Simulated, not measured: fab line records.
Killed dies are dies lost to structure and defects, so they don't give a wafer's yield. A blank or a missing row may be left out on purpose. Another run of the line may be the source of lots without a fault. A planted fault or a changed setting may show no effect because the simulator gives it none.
Which of the tools did it? -- flow gf180mcu -- 32 wafers from 11 lots sampled at 6 of the route's 602 steps

WHAT EACH GAUGE READ, for each wafer
GF_MIM_RS_MEAS_10: measures by four-point-probe. Usual: MIM_ALCU_RS typically reads 0.1603 ohm/sq, with standard deviation 0.0022.
lot,measured,on,MIM_ALCU_RS (ohm/sq),flag
L492,day 25 06:43,film_metro-03,0.1642 0.1624 0.1644,
L499,day 27 10:30,film_metro-04,0.1635 0.1625 0.1637,
L500,day 27 17:26,film_metro-03,0.1247 0.1579,OFF
L502,day 28 12:27,film_metro-01,0.1623 0.1612 0.1623,
L504,day 28 21:51,film_metro-01,0.1598 0.1602 0.1619,
L505,day 29 06:56,film_metro-01,0.1632 0.1614 0.1610,
L507,day 29 22:03,film_metro-03,0.1593 0.1609 0.1593,
L508,day 30 06:16,film_metro-01,0.1602 0.1576 0.1569,
L509,day 30 10:20,film_metro-01,0.1598 0.1604 0.1606,
L512,day 31 04:10,film_metro-04,0.1585 0.1566 0.1589,
L513,day 31 06:35,film_metro-03,0.1579 0.1603 0.1578,

GF_MIM_THK_MEAS_11: measures by xrf. Usual: MIM_ALCU_THK typically reads 197.4 nm, with standard deviation 2.6.
lot,measured,on,MIM_ALCU_THK (nm),flag
L492,day 25 06:49,film_metro-03,192.6 195.6 192.6,
L499,day 27 10:37,film_metro-04,194.0 193.5 192.3,
L500,day 27 17:32,film_metro-03,251.5 200.2,OFF
L502,day 28 12:34,film_metro-01,195.5 196.3 195.8,
L504,day 28 21:58,film_metro-01,198.2 198.4 196.8,
L505,day 29 07:04,film_metro-01,195.2 196.0 196.9,
L507,day 29 22:10,film_metro-03,198.1 196.0 198.7,
L508,day 30 06:23,film_metro-01,198.4 200.4 201.9,
L509,day 30 10:28,film_metro-01,198.9 197.6 197.1,
L512,day 31 04:17,film_metro-04,198.4 201.1 199.1,
L513,day 31 06:42,film_metro-03,199.9 196.8 199.5,

TOOL THAT RAN EACH LOT (tool first, then ch and the chambers of the sampled wafers, then the start)
lot,GF_M4_SPUTTER_02,GF_V4_SPUTTER_21,GF_MIM_SPUTTER_02,GF_MIM_SPUTTER_08
L492,"pvd_sputter-01, day 23 07:06","pvd_sputter-01, day 25 05:34","pvd_sputter-01, day 25 06:23","pvd_sputter-04, day 25 06:37"
L499,"pvd_sputter-01, day 25 14:06","pvd_sputter-02, day 27 09:23","pvd_sputter-04, day 27 10:13","pvd_sputter-01, day 27 10:26"
L500,"pvd_sputter-03, day 25 21:16","pvd_sputter-04, day 27 16:19","pvd_sputter-01, day 27 17:06","pvd_sputter-03, day 27 17:20"
L502,"pvd_sputter-01, day 26 17:14","pvd_sputter-02, day 28 11:20","pvd_sputter-01, day 28 12:10","pvd_sputter-04, day 28 12:24"
L504,"pvd_sputter-03, day 27 02:12","pvd_sputter-02, day 28 20:45","pvd_sputter-03, day 28 21:34","pvd_sputter-04, day 28 21:48"
L505,"pvd_sputter-03, day 27 13:56","pvd_sputter-04, day 29 05:50","pvd_sputter-01, day 29 06:40","pvd_sputter-04, day 29 06:53"
L507,"pvd_sputter-01, day 28 04:25","pvd_sputter-04, day 29 20:56","pvd_sputter-01, day 29 21:46","pvd_sputter-04, day 29 21:59"
L508,"pvd_sputter-01, day 28 12:38","pvd_sputter-04, day 30 05:10","pvd_sputter-04, day 30 05:59","pvd_sputter-01, day 30 06:13"
L509,"pvd_sputter-02, day 28 16:48","pvd_sputter-02, day 30 09:14","pvd_sputter-01, day 30 10:04","pvd_sputter-04, day 30 10:17"
L512,"pvd_sputter-01, day 29 11:55","pvd_sputter-04, day 31 03:01","pvd_sputter-04, day 31 03:52","pvd_sputter-01, day 31 04:06"
L513,"pvd_sputter-01, day 29 14:41","pvd_sputter-01, day 31 05:28","pvd_sputter-03, day 31 06:17","pvd_sputter-04, day 31 06:31"
- GF_M4_SPUTTER_02: material AlCu, target thk 450 nm, time 23.9 s.
- GF_V4_SPUTTER_21: material Ti, target thk 15 nm, time 80.02 s.
- GF_MIM_SPUTTER_02: material AlCu, target thk 450 nm, time 23.9 s.
- GF_MIM_SPUTTER_08: material AlCu, target thk 200 nm, time 10.6 s.

WHAT THE TOOLS THEMSELVES READ (means of the sampled wafers that have a number; where no wafer has one, the mark that the record gives instead)
GF_M4_SPUTTER_02. Usual: 29.3 % for throttle_valve_pct, sd 1.
lot,tool,throttle_valve_pct (%),flag
L492,pvd_sputter-01,28.8,
L499,pvd_sputter-01,28.9,
L500,pvd_sputter-03,29.1,
L502,pvd_sputter-01,28.6,
L504,pvd_sputter-03,29.6,
L505,pvd_sputter-03,29.1,
L507,pvd_sputter-01,28.3,
L508,pvd_sputter-01,28.9,
L509,pvd_sputter-02,29.5,
L512,pvd_sputter-01,28.6,
L513,pvd_sputter-01,29.0,

GF_V4_SPUTTER_21. Usual: 29.4 % for throttle_valve_pct, sd 0.78.
lot,tool,throttle_valve_pct (%),flag
L492,pvd_sputter-01,28.4,
L499,pvd_sputter-02,30.0,
L500,pvd_sputter-04,29.1,
L502,pvd_sputter-02,29.2,
L504,pvd_sputter-02,29.2,
L505,pvd_sputter-04,28.9,
L507,pvd_sputter-04,29.3,
L508,pvd_sputter-04,29.6,
L509,pvd_sputter-02,29.8,
L512,pvd_sputter-04,29.3,
L513,pvd_sputter-01,29.1,

GF_MIM_SPUTTER_02. Usual: 29.2 % for throttle_valve_pct, sd 0.96.
lot,tool,throttle_valve_pct (%),flag
L492,pvd_sputter-01,29.3,
L499,pvd_sputter-04,29.3,
L500,pvd_sputter-01,29.9,
L502,pvd_sputter-01,29.8,
L504,pvd_sputter-03,29.0,
L505,pvd_sputter-01,28.7,
L507,pvd_sputter-01,29.4,
L508,pvd_sputter-04,29.9,
L509,pvd_sputter-01,28.7,
L512,pvd_sputter-04,29.6,
L513,pvd_sputter-03,29.9,

GF_MIM_SPUTTER_08. Usual: 29.3 % for throttle_valve_pct, sd 0.82.
lot,tool,throttle_valve_pct (%),flag
L492,pvd_sputter-04,29.6,
L499,pvd_sputter-01,29.8,
L500,pvd_sputter-03,30.0,
L502,pvd_sputter-04,29.5,
L504,pvd_sputter-04,28.9,
L505,pvd_sputter-04,29.6,
L507,pvd_sputter-04,29.0,
L508,pvd_sputter-01,28.5,
L509,pvd_sputter-04,29.7,
L512,pvd_sputter-01,28.8,
L513,pvd_sputter-04,29.3,

THE ANSWER, worked out from the rows above alone
Rule: a lot counts as off when the mean over its wafers that have a number is more than 3 standard deviations away from the usual mean. A lot without any number at a reading at which 4 lots or more have one is off too. Any other lot the step has rows for is counted as sound. The gauges are gone through in route order, then the tools' own readings, and for those a lot's mean is taken as printed above. At the first step where some lot is off, the reading lying furthest off is the one used; lots without a number count as furthest.
Off: L500, at GF_MIM_RS_MEAS_10 (MIM_ALCU_RS).
If a tool, at a process step before that reading, ran all the lots that are off and no sound lot after the first of them, it fits. Gauges at GF_MIM_RS_MEAS_10: tried the same way as those tools. One fits: pvd_sputter-03 at GF_MIM_SPUTTER_08. It ran no sound lot before its first lot that is off in this sample, so the start can't be narrowed down.

WHAT THE SIMULATOR HAD PUT IN
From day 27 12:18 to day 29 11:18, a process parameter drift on pvd_sputter-03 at GF_MIM_SPUTTER_08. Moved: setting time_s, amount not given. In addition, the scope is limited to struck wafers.
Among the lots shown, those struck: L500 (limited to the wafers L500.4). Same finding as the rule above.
